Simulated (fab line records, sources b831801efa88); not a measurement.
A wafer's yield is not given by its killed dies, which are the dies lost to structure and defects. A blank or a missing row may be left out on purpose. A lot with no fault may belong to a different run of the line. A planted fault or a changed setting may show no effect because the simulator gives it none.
fab line records ; flow sky130 ; part 1 of 2: steps 1 to 43 of 44
record: lots: 7; wafers: 20; lastDay: 50
route steps=708 shown DNWELL@41 PWDE@45 NWELL@56 PAD_OPEN@708
lots untouched by any fault: they come from a run of this same line in which no faults occurred
startH: hours from the record's first day to the start of the lot's first wafer shown ; waitH: hours since the lot's step before ; " same as the row above ; L1.1+2: a single row standing in for several wafers ; - no value, or no start was given ; * or withheld: withheld ; < > ~ a bound
route shown NAME@n: names a module that has steps shown in the file, with the first one's number in the route ; usual: the fault-free wafers' mean and standard deviation ; same: alike in all rows ; chamber/n: place in a boat ; sites: each site's reading ; _std_site: the standard deviation of these ; _edge_site: mean of outer sites minus mean of inner sites ; radiusMm: how far each site lies from the wafer's centre ; mask NAME#n: copy n ; behind: the last tool/chamber to shape the wafer ; hold: why the lot was held/for how many hours/how that ended ; device: the transistor (n, p or np) that didn't switch ; end of line: tests of these same wafers at the route's end ; for a step that has no rows: nothing shown but its recipe ; killed: dies lost to structure and defects at the first sort, not the wafer's yield ; map: shows each die of a wafer: x if killed, . if not, _ if none is there
set.NAME: the setting the step ran with; set.NAME@STEP: the setting that earlier step ran with ; model.NAME: the simulator's own value behind a step, which no gauge read
lots at selected steps of the route; one table per step, one row per wafer
services: the hour from which a tool's chamber was out of use, counted from the record's first day as startH (under 0 if before that day), plus the number of hours and why
== steps ==
step: SKY_DNWELL_DEVELOP_06
recipe: wallAngleDeg: 90; developer: TMAH; developTimeS: 60; devTempC: 23
step: SKY_DNWELL_IMPLANT_07
recipe: species: P; energyKev: withheld; doseCm2: withheld; tiltDeg: withheld
step: SKY_DNWELL_STRIP_08
recipe: chemistry: O2/N2; powerW: 1400; pressureMtorr: 1500; platenTempC: withheld; o2FlowSccm: 3000; n2FlowSccm: 300; overashFraction: 0.5
usual: drypumpMotorCurrentA: 5.6/0.49; oesProductAu: 0.723/0.0044; stripTimeToEndpointS: 36.95/0.14
lot.wafer;tool;chamber;startH;waitH;drypumpMotorCurrentA;oesProductAu;rfHoursCounterH;stripTimeToEndpointS
L206.2;plasmaAsher-04;1;74.96;0.1;6.0;0.718;42;37.18
L206.4;plasmaAsher-04;1;74.96;0.1;6.0;0.726;-;37.26
L206.5;plasmaAsher-04;0;74.96;0.1;5.2;0.720;-;37.19
L209.1;plasmaAsher-01;1;86.90;0.1;6.2;0.719;41;37.00
L209.3;plasmaAsher-01;1;86.90;0.1;6.2;0.719;-;36.97
L209.4;plasmaAsher-01;0;86.90;0.1;5.3;0.726;-;36.99
L215.1;plasmaAsher-01;1;112.25;0.1;6.2;0.724;43;37.03
L215.4;plasmaAsher-01;0;112.25;0.1;5.3;0.716;-;36.91
L216.1;plasmaAsher-02;0;118.91;0.1;4.8;0.727;0;36.99
L216.2;plasmaAsher-02;1;118.91;0.1;5.9;0.725;0;36.80
L216.4;plasmaAsher-02;1;118.91;0.1;5.9;0.721;-;36.89
L217.1;plasmaAsher-04;1;119.70;0.1;6.0;0.721;46;36.98
L217.2;plasmaAsher-04;0;119.70;0.1;5.2;0.725;46;36.97
L217.4;plasmaAsher-04;0;119.70;0.1;5.2;0.721;-;37.09
L228.3;plasmaAsher-02;0;171.88;0.1;4.8;0.732;-;36.78
L228.4;plasmaAsher-02;1;171.88;0.1;5.9;0.717;-;36.89
L228.5;plasmaAsher-02;1;171.88;0.1;5.9;0.717;-;36.83
L229.3;plasmaAsher-04;0;177.89;0.1;5.2;0.719;-;36.89
L229.4;plasmaAsher-04;1;177.89;0.1;6.0;0.718;-;36.85
L229.5;plasmaAsher-04;0;177.89;0.1;5.2;0.716;-;36.82
step: SKY_DNWELL_TW_MEAS_09
usual: DNWELL_TW: 1115/11
lot.wafer;tool;chamber;startH;waitH;DNWELL_TW
L206.2;filmMetro-02;-;75.07;0.1;1117
L206.4;filmMetro-02;-;75.07;0.1;1114
L206.5;filmMetro-02;-;75.07;0.1;1122
L209.1;filmMetro-02;-;87.00;0.1;1111
L209.3;filmMetro-02;-;87.00;0.1;1114
L209.4;filmMetro-02;-;87.00;0.1;1110
L215.1;filmMetro-03;-;112.35;0.1;1100
L215.4;filmMetro-03;-;112.35;0.1;1103
L216.1;filmMetro-04;-;119.01;0.1;1134
L216.2;filmMetro-04;-;119.01;0.1;1135
L216.4;filmMetro-04;-;119.01;0.1;1141
L217.1;filmMetro-02;-;119.80;0.1;1105
L217.2;filmMetro-02;-;119.80;0.1;1101
L217.4;filmMetro-02;-;119.80;0.1;1107
L228.3;filmMetro-04;-;171.97;0.1;1127
L228.4;filmMetro-04;-;171.97;0.1;1126
L228.5;filmMetro-04;-;171.97;0.1;1126
L229.3;filmMetro-02;-;177.97;0.1;1112
L229.4;filmMetro-02;-;177.97;0.1;1112
L229.5;filmMetro-02;-;177.97;0.1;1117
step: SKY_PWDE_DEHYDRATE_00
recipe: tempC: 200; timeS: 60
step: SKY_PWDE_HMDS_01
recipe: primeTimeS: 60; primeTempC: 120
step: SKY_PWDE_COAT_02
recipe: spinRpm: 2000; resistThkNm: 3000
step: SKY_PWDE_SOFTBAKE_03
recipe: tempC: 110; timeS: withheld
step: SKY_PWDE_EXPOSE_04
recipe: maskId: PWDEM; na: 0.6; sourceShape: conventional; sigmaOuter: 0.6; polarization: unpolarized; targetCdNm: 840; doseMj: 214
step: SKY_PWDE_PEB_05
recipe: tempC: 115; timeS: withheld
step: SKY_PWDE_DEVELOP_06
recipe: wallAngleDeg: 90; developer: TMAH; developTimeS: 60; devTempC: 23
step: SKY_PWDE_OVL_MEAS_07
usual: PWDE_OVL: -0.7/1.5
lot.wafer;tool;chamber;startH;waitH;PWDE_OVL[nm]
L206.2;overlay-01;-;90.66;-;0.0
L206.4;overlay-01;-;90.66;-;-0.5
L206.5;overlay-01;-;90.66;-;0.1
L209.1;overlay-02;-;102.20;-;-1.3
L209.3;overlay-02;-;102.20;-;0.4
L209.4;overlay-02;-;102.20;-;0.9
L215.1;overlay-01;-;131.10;-;-2.5
L215.4;overlay-01;-;131.10;-;-2.2
L216.1;overlay-01;-;137.65;-;2.5
L216.2;overlay-01;-;137.65;-;0.4
L216.4;overlay-01;-;137.65;-;1.4
L217.1;overlay-02;-;138.65;-;-0.1
L217.2;overlay-02;-;138.65;-;0.8
L217.4;overlay-02;-;138.65;-;2.1
L228.3;overlay-01;-;192.57;-;1.1
L228.4;overlay-01;-;192.57;-;-0.6
L228.5;overlay-01;-;192.57;-;-0.2
L229.3;overlay-01;-;199.32;-;-1.0
L229.4;overlay-01;-;199.32;-;0.3
L229.5;overlay-01;-;199.32;-;0.8
step: SKY_PWDE_IMPLANT_08
recipe: species: B; energyKev: 150; doseCm2: 3.6e+12; tiltDeg: withheld
usual: beamOnS: 10.01/0.19; faradayCurrentUA: 20.3/0.4
lot.wafer;tool;chamber;startH;waitH;beamOnS;faradayCurrentUA
L206.2;implanter-01;0;90.72;0.0;9.98;20.3
L206.4;implanter-01;0;90.72;0.0;10.00;20.2
L206.5;implanter-01;0;90.72;0.0;9.65;21.0
L209.1;implanter-03;0;102.24;0.0;9.93;20.5
L209.3;implanter-03;0;102.24;0.0;10.19;19.9
L209.4;implanter-03;0;102.24;0.0;9.82;20.6
L215.1;implanter-01;0;131.14;0.0;9.88;20.5
L215.4;implanter-01;0;131.14;0.0;12.95;15.7
L216.1;implanter-01;0;137.68;0.0;10.04;20.2
L216.2;implanter-01;0;137.68;0.0;9.85;20.7
L216.4;implanter-01;0;137.68;0.0;12.61;16.1
L217.1;implanter-01;0;138.69;0.0;10.25;19.9
L217.2;implanter-01;0;138.69;0.0;9.93;20.4
L217.4;implanter-01;0;138.69;0.0;12.74;15.9
L228.3;implanter-02;0;192.64;0.1;10.00;20.2
L228.4;implanter-02;0;192.64;0.1;9.90;20.5
L228.5;implanter-02;0;192.64;0.1;10.13;20.1
L229.3;implanter-03;0;199.39;0.1;9.78;20.8
L229.4;implanter-03;0;199.39;0.1;9.73;21.0
L229.5;implanter-03;0;199.39;0.1;10.02;20.4
step: SKY_PWDE_STRIP_09
recipe: chemistry: O2/N2; powerW: 1400; pressureMtorr: 1500; platenTempC: withheld; o2FlowSccm: 3000; n2FlowSccm: 300; overashFraction: 0.5
usual: drypumpMotorCurrentA: 5.7/0.48; oesProductAu: 0.723/0.0047; stripTimeToEndpointS: 36.95/0.12
lot.wafer;tool;chamber;startH;waitH;drypumpMotorCurrentA;oesProductAu;rfHoursCounterH;stripTimeToEndpointS
L206.2;plasmaAsher-03;1;90.84;0.1;5.6;0.724;28;37.22
L206.4;plasmaAsher-03;1;90.84;0.1;5.6;0.733;-;37.16
L206.5;plasmaAsher-03;1;90.84;0.1;5.6;0.717;-;37.18
L209.1;plasmaAsher-01;1;102.39;0.1;6.2;0.718;43;37.02
L209.3;plasmaAsher-01;0;102.39;0.1;5.2;0.732;-;36.84
L209.4;plasmaAsher-01;1;102.39;0.1;6.2;0.725;-;36.96
L215.1;plasmaAsher-01;0;131.29;0.1;5.2;0.718;46;36.96
L215.4;plasmaAsher-01;1;131.29;0.1;6.2;0.723;-;37.06
L216.1;plasmaAsher-01;0;137.83;0.1;5.2;0.723;46;36.79
L216.2;plasmaAsher-01;1;137.83;0.1;6.2;0.715;46;36.87
L216.4;plasmaAsher-01;0;137.83;0.1;5.3;0.726;-;36.94
L217.1;plasmaAsher-01;0;138.84;0.1;5.3;0.722;46;36.97
L217.2;plasmaAsher-01;1;138.84;0.1;6.2;0.731;46;36.98
L217.4;plasmaAsher-01;0;138.84;0.1;5.3;0.722;-;37.09
L228.3;plasmaAsher-03;1;192.77;0.1;5.6;0.727;-;36.92
L228.4;plasmaAsher-03;0;192.77;0.1;6.2;0.719;-;36.86
L228.5;plasmaAsher-03;1;192.77;0.1;5.6;0.726;-;36.70
L229.3;plasmaAsher-01;1;199.52;0.1;6.2;0.720;-;36.96
L229.4;plasmaAsher-01;0;199.52;0.1;5.3;0.725;-;36.92
L229.5;plasmaAsher-01;1;199.52;0.1;6.2;0.720;-;36.95
step: SKY_PWDE_TW_MEAS_10
usual: PWDE_TW: 375/4.1
lot.wafer;tool;chamber;startH;waitH;PWDE_TW
L206.2;filmMetro-03;-;90.95;0.1;370
L206.4;filmMetro-03;-;90.95;0.1;372
L206.5;filmMetro-03;-;90.95;0.1;370
L209.1;filmMetro-02;-;102.49;0.1;372
L209.3;filmMetro-02;-;102.49;0.1;374
L209.4;filmMetro-02;-;102.49;0.1;372
L215.1;filmMetro-03;-;131.39;0.1;372
L215.4;filmMetro-03;-;131.39;0.1;398
L216.1;filmMetro-02;-;137.93;0.1;371
L216.2;filmMetro-02;-;137.93;0.1;372
L216.4;filmMetro-02;-;137.93;0.1;399
L217.1;filmMetro-02;-;138.94;0.1;371
L217.2;filmMetro-02;-;138.94;0.1;370
L217.4;filmMetro-02;-;138.94;0.1;398
L228.3;filmMetro-04;-;192.86;0.1;379
L228.4;filmMetro-04;-;192.86;0.1;380
L228.5;filmMetro-04;-;192.86;0.1;380
L229.3;filmMetro-02;-;199.61;0.1;373
L229.4;filmMetro-02;-;199.61;0.1;373
L229.5;filmMetro-02;-;199.61;0.1;373
step: SKY_NWELL_DEHYDRATE_03
recipe: tempC: 200; timeS: 60
step: SKY_NWELL_HMDS_04
recipe: primeTimeS: 60; primeTempC: 120
step: SKY_NWELL_COAT_05
recipe: spinRpm: 2000; resistThkNm: 3000
step: SKY_NWELL_SOFTBAKE_06
recipe: tempC: 110; timeS: withheld
step: SKY_NWELL_EXPOSE_07
recipe: maskId: NWM; na: 0.6; sourceShape: conventional; sigmaOuter: 0.6; polarization: unpolarized; targetCdNm: 840; doseMj: 255
step: SKY_NWELL_PEB_08
recipe: tempC: 115; timeS: withheld
step: SKY_NWELL_DEVELOP_09
recipe: wallAngleDeg: 90; developer: TMAH; developTimeS: 60; devTempC: 23
step: SKY_NWELL_OVL_MEAS_10
usual: NWELL_00_OVL: 0.5/1.2
lot.wafer;tool;chamber;startH;waitH;NWELL_00_OVL[nm]
L206.2;overlay-01;-;106.90;-;3.3
L206.4;overlay-01;-;106.90;-;-0.2
L206.5;overlay-01;-;106.90;-;0.4
L209.1;overlay-01;-;120.80;-;0.4
L209.3;overlay-01;-;120.80;-;-1.5
L209.4;overlay-01;-;120.80;-;1.4
L215.1;overlay-02;-;151.55;-;-1.0
L215.4;overlay-02;-;151.55;-;-1.5
L216.1;overlay-01;-;157.00;-;0.4
L216.2;overlay-01;-;157.00;-;-0.8
L216.4;overlay-01;-;157.00;-;0.7
L217.1;overlay-01;-;159.15;-;2.8
L217.2;overlay-01;-;159.15;-;0.7
L217.4;overlay-01;-;159.15;-;-1.1
L228.3;overlay-01;-;214.91;-;-0.4
L228.4;overlay-01;-;214.91;-;1.1
L228.5;overlay-01;-;214.91;-;0.1
L229.3;overlay-02;-;222.16;-;-0.5
L229.4;overlay-02;-;222.16;-;0.0
L229.5;overlay-02;-;222.16;-;-0.8
step: SKY_NWELL_IMPLANT_11
recipe: species: P; energyKev: 400; doseCm2: 1.9e+13; tiltDeg: withheld
step: SKY_NWELL_IMPLANT_12
recipe: species: P; energyKev: 120; doseCm2: 1.3e+12; tiltDeg: withheld
step: SKY_NWELL_IMPLANT_13
recipe: species: P; energyKev: 50; doseCm2: 7e+11; tiltDeg: withheld
step: SKY_NWELL_STRIP_14
recipe: chemistry: O2/N2; powerW: 1400; pressureMtorr: 1500; platenTempC: withheld; o2FlowSccm: 3000; n2FlowSccm: 300; overashFraction: 0.5
usual: drypumpMotorCurrentA: 5.7/0.41; oesProductAu: 0.722/0.0048; stripTimeToEndpointS: 37.00/0.13
lot.wafer;tool;chamber;startH;waitH;drypumpMotorCurrentA;oesProductAu;rfHoursCounterH;stripTimeToEndpointS
L206.2;plasmaAsher-03;1;107.38;0.1;5.6;0.719;30;37.22
L206.4;plasmaAsher-03;0;107.38;0.1;6.2;0.729;-;37.12
L206.5;plasmaAsher-03;0;107.38;0.1;6.2;0.715;-;37.06
L209.1;plasmaAsher-03;1;121.28;0.1;5.6;0.723;31;37.17
L209.3;plasmaAsher-03;0;121.28;0.1;6.2;0.718;-;36.96
L209.4;plasmaAsher-03;1;121.28;0.1;5.6;0.713;-;37.10
L215.1;plasmaAsher-04;0;152.03;0.1;5.2;0.716;50;36.89
L215.4;plasmaAsher-04;1;152.03;0.1;6.0;0.723;-;36.89
L216.1;plasmaAsher-01;1;157.49;0.1;6.2;0.724;49;37.03
L216.2;plasmaAsher-01;0;157.49;0.1;5.3;0.724;49;36.98
L216.4;plasmaAsher-01;0;157.49;0.1;5.3;0.726;-;37.02
L217.1;plasmaAsher-01;1;159.63;0.1;6.2;0.728;49;36.80
L217.2;plasmaAsher-01;0;159.63;0.1;5.2;0.720;49;36.89
L217.4;plasmaAsher-01;1;159.63;0.1;6.2;0.721;-;36.71
L228.3;plasmaAsher-04;0;215.41;0.1;5.2;0.721;-;36.99
L228.4;plasmaAsher-04;1;215.41;0.1;6.0;0.735;-;37.00
L228.5;plasmaAsher-04;0;215.41;0.1;5.2;0.726;-;37.13
L229.3;plasmaAsher-04;0;222.72;0.1;5.2;0.716;-;36.85
L229.4;plasmaAsher-04;1;222.72;0.1;6.0;0.720;-;36.91
L229.5;plasmaAsher-04;1;222.72;0.1;6.0;0.728;-;36.77
step: SKY_NWELL_TW_MEAS_15
usual: NWELL_TW: 1825/19
lot.wafer;tool;chamber;startH;waitH;NWELL_TW
L206.2;filmMetro-04;-;107.49;0.1;1849
L206.4;filmMetro-04;-;107.49;0.1;1854
L206.5;filmMetro-04;-;107.49;0.1;1852
L209.1;filmMetro-03;-;121.38;0.1;1819
L209.3;filmMetro-03;-;121.38;0.1;1802
L209.4;filmMetro-03;-;121.38;0.1;1802
L215.1;filmMetro-04;-;152.13;0.1;1860
L215.4;filmMetro-04;-;152.13;0.1;1860
L216.1;filmMetro-04;-;157.59;0.1;1853
L216.2;filmMetro-04;-;157.59;0.1;1855
L216.4;filmMetro-04;-;157.59;0.1;1857
L217.1;filmMetro-03;-;159.73;0.1;1816
L217.2;filmMetro-03;-;159.73;0.1;1808
L217.4;filmMetro-03;-;159.73;0.1;1816
L228.3;filmMetro-02;-;215.50;0.1;1819
L228.4;filmMetro-02;-;215.50;0.1;1818
L228.5;filmMetro-02;-;215.50;0.1;1816
L229.3;filmMetro-03;-;222.81;0.1;1800
L229.4;filmMetro-03;-;222.81;0.1;1803
L229.5;filmMetro-03;-;222.81;0.1;1802
step: SKY_NWELL_DEHYDRATE_16
recipe: tempC: 200; timeS: 60
step: SKY_NWELL_HMDS_17
recipe: primeTimeS: 60; primeTempC: 120
step: SKY_NWELL_COAT_18
recipe: spinRpm: 2000; resistThkNm: 3000
step: SKY_NWELL_SOFTBAKE_19
recipe: tempC: 110; timeS: withheld
step: SKY_NWELL_EXPOSE_20
recipe: maskId: NWM_COMPLEMENT; na: 0.6; sourceShape: conventional; sigmaOuter: 0.6; polarization: unpolarized; targetCdNm: 840; doseMj: 260
step: SKY_NWELL_PEB_21
recipe: tempC: 115; timeS: withheld
step: SKY_NWELL_DEVELOP_22
recipe: wallAngleDeg: 90; developer: TMAH; developTimeS: 60; devTempC: 23
step: SKY_NWELL_OVL_MEAS_23
usual: NWELL_01_OVL: -0.2/1.3
lot.wafer;tool;chamber;startH;waitH;NWELL_01_OVL[nm]
L206.2;overlay-02;-;125.75;-;1.0
L206.4;overlay-02;-;125.75;-;0.3
L206.5;overlay-02;-;125.75;-;-2.2
L209.1;overlay-01;-;140.50;-;0.0
L209.3;overlay-01;-;140.50;-;-1.8
L209.4;overlay-01;-;140.50;-;-0.4
L215.1;overlay-02;-;172.29;-;3.3
L215.4;overlay-02;-;172.29;-;0.7
L216.1;overlay-02;-;177.99;-;-0.1
L216.2;overlay-02;-;177.99;-;-1.1
L216.4;overlay-02;-;177.99;-;1.0
L217.1;overlay-01;-;180.09;-;0.8
L217.2;overlay-01;-;180.09;-;-0.1
L217.4;overlay-01;-;180.09;-;-1.4
L228.3;overlay-01;-;238.61;-;-0.4
L228.4;overlay-01;-;238.61;-;-1.5
L228.5;overlay-01;-;238.61;-;0.5
L229.3;overlay-01;-;245.21;-;1.2
L229.4;overlay-01;-;245.21;-;1.6
L229.5;overlay-01;-;245.21;-;1.6
step: SKY_NWELL_IMPLANT_24
recipe: species: B; energyKev: 140; doseCm2: 9.2e+12; tiltDeg: withheld
step: SKY_NWELL_STRIP_25
recipe: chemistry: O2/N2; powerW: 1400; pressureMtorr: 1500; platenTempC: withheld; o2FlowSccm: 3000; n2FlowSccm: 300; overashFraction: 0.5
usual: drypumpMotorCurrentA: 5.7/0.41; oesProductAu: 0.723/0.0046; stripTimeToEndpointS: 37.00/0.13
lot.wafer;tool;chamber;startH;waitH;drypumpMotorCurrentA;oesProductAu;rfHoursCounterH;stripTimeToEndpointS
L206.2;plasmaAsher-04;0;125.93;0.1;5.2;0.724;47;37.01
L206.4;plasmaAsher-04;1;125.93;0.1;6.0;0.727;-;37.03
L206.5;plasmaAsher-04;0;125.93;0.1;5.2;0.724;-;37.14
L209.1;plasmaAsher-03;1;140.68;0.1;5.6;0.717;33;36.90
L209.3;plasmaAsher-03;0;140.68;0.1;6.2;0.720;-;36.88
L209.4;plasmaAsher-03;1;140.68;0.1;5.6;0.726;-;36.91
L215.1;plasmaAsher-03;1;172.48;0.1;5.6;0.713;36;37.06
L215.4;plasmaAsher-03;1;172.48;0.1;5.6;0.723;-;37.00
L216.1;plasmaAsher-04;0;178.18;0.1;5.2;0.731;52;37.00
L216.2;plasmaAsher-04;1;178.18;0.1;6.0;0.726;52;37.02
L216.4;plasmaAsher-04;1;178.18;0.1;6.0;0.725;-;36.94
L217.1;plasmaAsher-01;1;180.28;0.1;6.2;0.725;51;37.07
L217.2;plasmaAsher-01;0;180.28;0.1;5.2;0.718;51;37.01
L217.4;plasmaAsher-01;0;180.28;0.1;5.3;0.716;-;37.10
L228.3;plasmaAsher-01;1;238.82;0.1;6.2;0.730;-;37.15
L228.4;plasmaAsher-01;0;238.82;0.1;5.3;0.722;-;37.07
L228.5;plasmaAsher-01;0;238.82;0.1;5.3;0.726;-;37.12
L229.3;plasmaAsher-04;0;245.42;0.1;5.2;0.724;-;37.04
L229.4;plasmaAsher-04;1;245.42;0.1;6.0;0.725;-;36.96
L229.5;plasmaAsher-04;1;245.42;0.1;6.0;0.718;-;37.06
step: SKY_NWELL_TW_MEAS_26
usual: NWELL_2_TW: 498/5
lot.wafer;tool;chamber;startH;waitH;NWELL_2_TW
L206.2;filmMetro-03;-;126.04;0.1;496
L206.4;filmMetro-03;-;126.04;0.1;494
L206.5;filmMetro-03;-;126.04;0.1;496
L209.1;filmMetro-02;-;140.78;0.1;495
L209.3;filmMetro-02;-;140.78;0.1;494
L209.4;filmMetro-02;-;140.78;0.1;493
L215.1;filmMetro-04;-;172.58;0.1;506
L215.4;filmMetro-04;-;172.58;0.1;503
L216.1;filmMetro-03;-;178.28;0.1;496
L216.2;filmMetro-03;-;178.28;0.1;494
L216.4;filmMetro-03;-;178.28;0.1;492
L217.1;filmMetro-02;-;180.38;0.1;495
L217.2;filmMetro-02;-;180.38;0.1;494
L217.4;filmMetro-02;-;180.38;0.1;495
L228.3;filmMetro-03;-;238.90;0.1;495
L228.4;filmMetro-03;-;238.90;0.1;494
L228.5;filmMetro-03;-;238.90;0.1;492
L229.3;filmMetro-02;-;245.50;0.1;495
L229.4;filmMetro-02;-;245.50;0.1;494
L229.5;filmMetro-02;-;245.50;0.1;493
step: SKY_NWELL_CLEAN_27
recipe: chemistry: SC1/SC2; mix: 1:4:20; tempC: 70; timeS: 150; dry: n2Spin
step: SKY_NWELL_RTA_28
recipe: tempC: 1050; timeS: 30; idleTempC: 650; rampUpCPerS: 150; rampDownCPerS: 90; ambient: N2
usual: lampPowerPct: 25.31/0.052; wafer_temp_C_max: 1054.8/0.97
lot.wafer;tool;chamber;startH;waitH;lampPowerPct;wafer_temp_C_max
L206.2;rtpAnneal-01;0;126.16;0.0;25.36;1055.3
L206.4;rtpAnneal-01;0;126.16;0.0;25.40;1054.3
L206.5;rtpAnneal-01;0;126.16;0.0;25.36;1055.4
L209.1;rtpAnneal-01;0;140.89;0.0;25.31;1054.4
L209.3;rtpAnneal-01;0;140.89;0.0;25.37;1054.1
L209.4;rtpAnneal-01;0;140.89;0.0;25.35;1054.4
L215.1;rtpAnneal-01;0;172.69;0.0;25.31;1053.9
L215.4;rtpAnneal-01;0;172.69;0.0;25.24;1054.0
L216.1;rtpAnneal-02;0;178.39;0.0;25.31;1056.1
L216.2;rtpAnneal-02;0;178.39;0.0;25.27;1055.5
L216.4;rtpAnneal-02;0;178.39;0.0;25.34;1054.1
L217.1;rtpAnneal-01;0;180.50;0.0;25.34;1054.6
L217.2;rtpAnneal-01;0;180.50;0.0;25.38;1054.5
L217.4;rtpAnneal-01;0;180.50;0.0;25.35;1054.4
L228.3;rtpAnneal-01;0;239.03;0.0;25.43;1055.3
L228.4;rtpAnneal-01;0;239.03;0.0;25.30;1055.1
L228.5;rtpAnneal-01;0;239.03;0.0;25.31;1054.7
L229.3;rtpAnneal-02;0;245.66;0.0;25.34;1052.5
L229.4;rtpAnneal-02;0;245.66;0.0;25.32;1054.3
L229.5;rtpAnneal-02;0;245.66;0.0;25.28;1055.4
step: SKY_NWELL_RS_MEAS_29
recipe: thkMeasGauge: four-point-probe
usual: NWELL_RS: 624.4/2
lot.wafer;tool;chamber;startH;waitH;NWELL_RS[ohm/sq]
L206.2;filmMetro-02;-;126.26;0.1;623.6
L206.4;filmMetro-02;-;126.26;0.1;624.2
L206.5;filmMetro-02;-;126.26;0.1;625.7
L209.1;filmMetro-04;-;140.99;0.1;625.5
L209.3;filmMetro-04;-;140.99;0.1;627.8
L209.4;filmMetro-04;-;140.99;0.1;627.3
L215.1;filmMetro-02;-;172.79;0.1;625.0
L215.4;filmMetro-02;-;172.79;0.1;625.0
L216.1;filmMetro-02;-;178.49;0.1;625.6
L216.2;filmMetro-02;-;178.49;0.1;623.1
L216.4;filmMetro-02;-;178.49;0.1;621.1
L217.1;filmMetro-04;-;180.60;0.1;628.7
L217.2;filmMetro-04;-;180.60;0.1;629.9
L217.4;filmMetro-04;-;180.60;0.1;627.7
L228.3;filmMetro-02;-;239.14;0.1;623.4
L228.4;filmMetro-02;-;239.14;0.1;623.0
L228.5;filmMetro-02;-;239.14;0.1;625.5
L229.3;filmMetro-03;-;245.77;0.1;625.4
L229.4;filmMetro-03;-;245.77;0.1;624.6
L229.5;filmMetro-03;-;245.77;0.1;625.2
step: SKY_NWELL_RS_MEAS_31
recipe: thkMeasGauge: four-point-probe
usual: PWDE_RS: 5280/20
lot.wafer;tool;chamber;startH;waitH;PWDE_RS[ohm/sq]
L206.2;filmMetro-02;-;126.50;0.1;5279
L206.4;filmMetro-02;-;126.50;0.1;5283
L206.5;filmMetro-02;-;126.50;0.1;5287
L209.1;filmMetro-04;-;141.23;0.1;5292
L209.3;filmMetro-04;-;141.23;0.1;5261
L209.4;filmMetro-04;-;141.23;0.1;5278
L215.1;filmMetro-02;-;173.03;0.1;5272
L215.4;filmMetro-02;-;173.03;0.1;4411
L216.1;filmMetro-02;-;178.73;0.1;5273
L216.2;filmMetro-02;-;178.73;0.1;5292
L216.4;filmMetro-02;-;178.73;0.1;4417
L217.1;filmMetro-04;-;180.84;0.1;5318
L217.2;filmMetro-04;-;180.84;0.1;5308
L217.4;filmMetro-04;-;180.84;0.1;4431
L228.3;filmMetro-02;-;239.38;0.1;5284
L228.4;filmMetro-02;-;239.38;0.1;5295
L228.5;filmMetro-02;-;239.38;0.1;5290
L229.3;filmMetro-03;-;246.01;0.1;5294
L229.4;filmMetro-03;-;246.01;0.1;5292
L229.5;filmMetro-03;-;246.01;0.1;5293
== key ==
firstSign: step: SKY_PWDE_IMPLANT_08; reading: beamOnS; direction: up; sigmas: 14; usual: 10.01; struck: 12.77
effect: step: SKY_PWDE_IMPLANT_08; reading: faradayCurrentUA; direction: down; sigmas: 11; usual: 20.3; struck: 15.9
effect: step: SKY_PWDE_TW_MEAS_10; reading: PWDE_TW; direction: up; sigmas: 5.8; usual: 375; struck: 398
effect: step: SKY_NWELL_RS_MEAS_31; reading: PWDE_RS; direction: down; sigmas: 44; usual: 5280; struck: 4420
modelEffect: step: SKY_PAD_OPEN_PROBE_99; value: etest.res_p_drift_20v.lineOhmUm; without: 1.138e+04; struck: 9253
metAt SKY_PWDE_IMPLANT_08
struckWafers L215.4,L216.4,L217.4
testerLeftOut L215,L216,L217
onsetBetween 90.72 131.14
fault: kind: processParameterDrift; tool: implanter-01; chamber: -; onsetH: 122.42; steps: SKY_PWDE_IMPLANT_08; channel: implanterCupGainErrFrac; offset: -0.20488; shape: step; endH: 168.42; scope: struckWafersOnly
testerLeftOut: of these lots the tester's yield and bins aren't shown, on N5 and GAA mostly nor the transistor test; their killed dies are dies lost to structure and defects alone, not to doping, threshold or leakage, so they don't give the yield
